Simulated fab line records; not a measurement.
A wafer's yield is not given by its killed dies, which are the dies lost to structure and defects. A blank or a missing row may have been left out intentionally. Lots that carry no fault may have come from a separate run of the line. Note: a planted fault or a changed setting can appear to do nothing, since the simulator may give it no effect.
2 desks, one fault / flow gf180mcu / every desk sees just its own numbers, and what lay behind them comes last

THE TOOL OWNER'S DESK: litho-track-04
The tool's own readings at GF_V5_COAT_09 (resist thk 1000 nm): means of the sampled wafers that have a number, for each lot that ran on this tool. The brackets show how far a lot's mean lies from the usual mean; more than 4 standard deviations puts the lot out of limits, marked OUT.
Columns: A = chill-plate-temp-C at GF_V5_COAT_09, usual 23.01 C
lot=L917; first seen here=day 27 15:00; A=22.97
lot=L920; first seen here=day 28 06:00; A=22.88
lot=L927; first seen here=day 29 23:00; A=22.93
lot=L928; first seen here=day 30 13:00; A=23.07
This desk found nothing out of limits on any of the 4 lots.

METROLOGY DESK
Lot by lot, what the gauges showed, no matter which tool ran the lot: averages of those sampled wafers that carry a number. The brackets show how far a lot's mean lies from the usual mean; more than 4 standard deviations puts the lot out of limits, marked OUT.
Columns: A = V4_W_RS at GF_V4_RS_MEAS_24, usual 0.329 ohm/sq; B = MIM_ALCU_THK at GF_MIM_THK_MEAS_11, usual 201.2 nm; C = cd-nm at GF_V5_CD_MEAS_14, usual 260.0 nm
lot=L916; first seen here=day 24 01:49; A=0.328; B=197.5; C=260.1
lot=L917; first seen here=day 25 07:39; A=0.325; B=199.1; C=260.5
lot=L920; first seen here=day 25 23:49; A=0.330; B=199.3; C=259.5
lot=L926; first seen here=day 27 11:04; A=0.332; B=199.3; C=259.7
lot=L927; first seen here=day 27 23:00; A=0.327; B=203.2; C=256.0
lot=L928; first seen here=day 28 12:57; A=0.327; B=200.0; C=255.2 (-4.4) OUT
lot=L929; first seen here=day 28 13:41; A=0.330; B=202.5; C=262.3
lot=L930; first seen here=day 29 00:20; A=0.332; B=201.3; C=260.8
lot=L931; first seen here=day 29 03:32; A=0.331; B=200.1; C=258.7
lot=L935; first seen here=day 30 13:47; A=0.324; B=198.7; C=260.0
lot=L937; first seen here=day 30 20:19; A=0.326; B=201.2; C=258.8
This desk's verdict: out of limits on L928, starting with L928 at day 30 21:53 (cd-nm at GF_V5_CD_MEAS_14). Within limits: L916, L917, L920, L926, L927, L929, L930, L931, L935, L937.

ALL TOGETHER
L928 would have let the metrology desk raise an alarm at day 30 21:53.
The tool owner's desk saw nothing out of limits.
On record at the tool owner's desk: L928, within its limits.
The lots listed all ran GF_V5_COAT_09 on litho-track-04.

WHAT THE SIMULATOR HAD PUT IN
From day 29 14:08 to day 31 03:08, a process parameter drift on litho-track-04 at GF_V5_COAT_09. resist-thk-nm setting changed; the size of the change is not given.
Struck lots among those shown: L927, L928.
Delay in hours, fault start to first out-of-limits reading, per desk: metrology desk 32.
